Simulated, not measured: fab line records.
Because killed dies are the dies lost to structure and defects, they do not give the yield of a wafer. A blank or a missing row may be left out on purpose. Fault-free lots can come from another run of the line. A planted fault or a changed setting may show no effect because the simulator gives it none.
A struck lot beside a sound one + flow sfq line + 42 out of 325 route steps
Sound: wafers L147.3, L147.5, L147.6. Struck: wafers L154.2, L154.5, L154.6. Last of all comes the cause.
Per side, at each step with rows, come the tool, then ch with its chambers, and then its first start. Under that, the readings that differ: sound wafers + struck wafers + difference of the means + sigmas: that difference in standard deviations of wafers without a fault.
alike: words and numbers the same on both sides, and readings whose means are apart by under 2 such deviations; not compared: readings that were withheld, readings missing a value for some wafer, numbers with overlapping values and no deviation given by the record, and bounds like >300 which may hide the same value.
A row with sigmas, a row that says differs or no value, or rows on one side alone: a step with any of these is where the two part. Non-overlapping numbers with no deviation appear without sigmas and do not part them. A reading that every wafer of one side lacks parts them only if that side has two wafers or more.

first, 6 steps without rows for these wafers: SFQ_TRILAYER_I3_VIA_LITHO_COAT_090 (resist thk 62 nm); SFQ_TRILAYER_I3_VIA_LITHO_COAT_085 (resist thk 650 nm); SFQ_TRILAYER_I3_VIA_LITHO_SOFTBAKE_089; SFQ_TRILAYER_I3_VIA_LITHO_EXPOSE_086 (exposes mask I3, target cd 500 nm); SFQ_TRILAYER_I3_VIA_LITHO_PEB_088 (peb time 60 s); SFQ_TRILAYER_I3_VIA_LITHO_DEVELOP_087 (time 60 s).
SFQ_I3_OVL_MEAS_923:
  sound on overlay-02, day 39 21:12; struck on overlay-02, day 47 16:19
| reading     | sound   | struck  | difference | sigmas |
|-------------|---------|---------|------------|--------|
| I3_OVL (nm) | 15 8 14 | -5 0 -3 | -15        | -2     |
then, 1 step without rows for these wafers: SFQ_TRILAYER_I3_VIA_BARC_OPEN_VIA_ETCH_121 (etches BARC in O2, target depth 125 nm, time 41.7 s).
SFQ_TRILAYER_I3_VIA_ETCH_VIA_ETCH_088: etches SiO2 in CHF3, stops on Nb, target depth 260 nm.
  sound on rie diel-04 ch 0,2,3, day 39 21:16; struck on rie diel-03 ch 0,1, day 47 16:23
  alike: drypump motor current A, oes product au
then, 3 steps without rows for these wafers: SFQ_TRILAYER_I3_VIA_STRIP_STRIP_089 (strips in O2); SFQ_TRILAYER_I3_VIA_STRIP_SOLV_CLEAN_090 (cleans in NMP, time 600 s); SFQ_TRILAYER_M4_DEP_PRE_CLEAN_092 (time 22.5 s).
SFQ_TRILAYER_M4_DEP_SPUTTER_091: material Nb, target thk 200 nm, time 133.3 s.
  sound on pvd sputter-06, day 39 22:11; struck on pvd sputter-06, day 47 17:19
| reading                                             | sound                | struck               | difference | sigmas      |
|-----------------------------------------------------|----------------------|----------------------|------------|-------------|
| cathode dc power W (W)                              | 1999.8 2000.0 2000.2 | 2676.5 2676.2 2675.5 | +676.1     | +99 or more |
| model.Nb_of_TRILAYER_M4_DEP_SPUTTER_091.thk nm (nm) | 202.9 201 202.7      | 267.7 266.3 269.9    | +65.8      |             |
  alike: base pressure pa, throttle valve pct
SFQ_M4_RS_MEAS_924: uses a four-point probe to measure.
  sound on film metro-01, day 39 22:19; struck on film metro-03, day 47 17:26
| reading           | sound             | struck            | difference | sigmas |
|-------------------|-------------------|-------------------|------------|--------|
| M4_NB_RS (ohm/sq) | 0.876 0.886 0.877 | 0.662 0.665 0.659 | -0.218     | -17    |
then, 6 steps without rows for these wafers: SFQ_TRILAYER_M4_LITHO_COAT_098 (resist thk 62 nm); SFQ_TRILAYER_M4_LITHO_COAT_093 (resist thk 600 nm); SFQ_TRILAYER_M4_LITHO_SOFTBAKE_097; SFQ_TRILAYER_M4_LITHO_EXPOSE_094 (exposes mask M4, target cd 500 nm); SFQ_TRILAYER_M4_LITHO_PEB_096 (peb time 60 s); SFQ_TRILAYER_M4_LITHO_DEVELOP_095 (time 60 s).
SFQ_M4_OVL_MEAS_926:
  sound on overlay-01, day 40 12:01; struck on overlay-02, day 47 19:51
  alike: M4_OVL
then, 1 step without rows for these wafers: SFQ_TRILAYER_M4_BARC_OPEN_METAL_ETCH_123 (etches BARC in O2, target depth 125 nm, time 41.7 s).
SFQ_TRILAYER_M4_ETCH_METAL_ETCH_096: etches Nb in Cl2/Ar, stops on SiO2, target depth 240 nm, time 120 s.
  sound on rie metal-02 ch 0,1, day 40 12:08; struck on rie metal-02 ch 0,1, day 47 19:56
| reading               | sound             | struck            | difference | sigmas |
|-----------------------|-------------------|-------------------|------------|--------|
| oes product au (a.u.) | 0.903 0.887 0.893 | 1.013 1.019 1.005 | +0.118     | +15    |
  alike: drypump motor current A
  not compared: rf hours counter h
SFQ_TRILAYER_M4_STRIP_STRIP_097: strips in O2.
  sound on rie metal-02 ch 0,1, day 40 12:26; struck on rie metal-02 ch 0,1, day 47 20:04
  alike: drypump motor current A, oes product au
  not compared: rf hours counter h
then, 1 step without rows for these wafers: SFQ_TRILAYER_M4_STRIP_SOLV_CLEAN_098 (cleans in NMP, time 600 s).
SFQ_TRILAYER_I4_DEP_PECVD_099: deposits SiO2 from SiH4/N2O, time 111.11 s, target thk 500 nm.
  sound on pecvd-04 ch 1,2, day 40 13:00; struck on pecvd-04 ch 0,2, day 47 20:52
  alike: heater power w, throttle valve pct
  not compared: since wet clean h
then, 1 step without rows for these wafers: SFQ_TRILAYER_I4_CMP_CMP_100 (polishes SiO2).
SFQ_I4_BOW_MEAS_927:
  sound on film metro-03, day 40 16:07; struck on film metro-04, day 48 01:10
| reading     | sound  | struck   | difference | sigmas |
|-------------|--------|----------|------------|--------|
| I4_BOW (um) | 9 7 22 | -4 -9 -2 | -18        | -2     |
then, 7 steps without rows for these wafers: SFQ_TRILAYER_I4_METRO_MEASURE_101; SFQ_TRILAYER_I4_VIA_LITHO_COAT_108 (resist thk 62 nm); SFQ_TRILAYER_I4_VIA_LITHO_COAT_103 (resist thk 650 nm); SFQ_TRILAYER_I4_VIA_LITHO_SOFTBAKE_107; SFQ_TRILAYER_I4_VIA_LITHO_EXPOSE_104 (exposes mask I4, target cd 700 nm); SFQ_TRILAYER_I4_VIA_LITHO_PEB_106 (peb time 60 s); SFQ_TRILAYER_I4_VIA_LITHO_DEVELOP_105 (time 60 s).
-- the record jumps here: 6 days lie between the struck wafers' starts before and after --
SFQ_I4_OVL_MEAS_928:
  sound on overlay-01, day 46 14:24; struck on overlay-02, day 53 13:31
  alike: I4_OVL
SFQ_TRILAYER_I4_VIA_BARC_OPEN_VIA_ETCH_146: etches BARC in O2, target depth 125 nm, time 41.7 s.
  sound on rie diel-03 ch 1,2,3, day 46 14:26; struck on rie diel-01 ch 0,2,3, day 53 13:32
  alike: drypump motor current A, oes product au
  not compared: rf hours counter h
SFQ_TRILAYER_I4_VIA_ETCH_VIA_ETCH_106: etches SiO2 in CHF3, stops on Nb, target depth 260 nm.
  sound on rie diel-03 ch 1,2,3, day 46 14:28; struck on rie diel-01 ch 0,2,3, day 53 13:35
  alike: drypump motor current A, oes product au
then, 3 steps without rows for these wafers: SFQ_TRILAYER_I4_VIA_STRIP_STRIP_107 (strips in O2); SFQ_TRILAYER_I4_VIA_STRIP_SOLV_CLEAN_108 (cleans in NMP, time 600 s); SFQ_TRILAYER_JJ_TRILAYER_DEP_PRE_CLEAN_113 (time 22.5 s).
-- the record jumps here: 32 days lie between the struck wafers' starts before and after --
SFQ_M8_BOW_MEAS_951:
  sound on film metro-04, day 84 04:05; struck on film metro-02, day 85 12:16
| reading                       | sound               | struck               | difference | sigmas |
|-------------------------------|---------------------|----------------------|------------|--------|
| model.etest.m4.comb log10 ohm | 12 12 12            | 0 0 0                | -12        |        |
| model.etest.m4.ohm sq         | 0.8776 0.886 0.8786 | 0.6653 0.6688 0.6599 | -0.2161    |        |
  alike: M8_BOW

WHERE THEY PART
Earliest at SFQ_I3_OVL_MEAS_923; latest, in this record, at SFQ_I4_BOW_MEAS_927. Later steps at which nothing parts them and some readings are alike: SFQ_I4_OVL_MEAS_928, SFQ_TRILAYER_I4_VIA_BARC_OPEN_VIA_ETCH_146, SFQ_TRILAYER_I4_VIA_ETCH_VIA_ETCH_106, SFQ_M8_BOW_MEAS_951.

WHY: whatever the simulator had introduced
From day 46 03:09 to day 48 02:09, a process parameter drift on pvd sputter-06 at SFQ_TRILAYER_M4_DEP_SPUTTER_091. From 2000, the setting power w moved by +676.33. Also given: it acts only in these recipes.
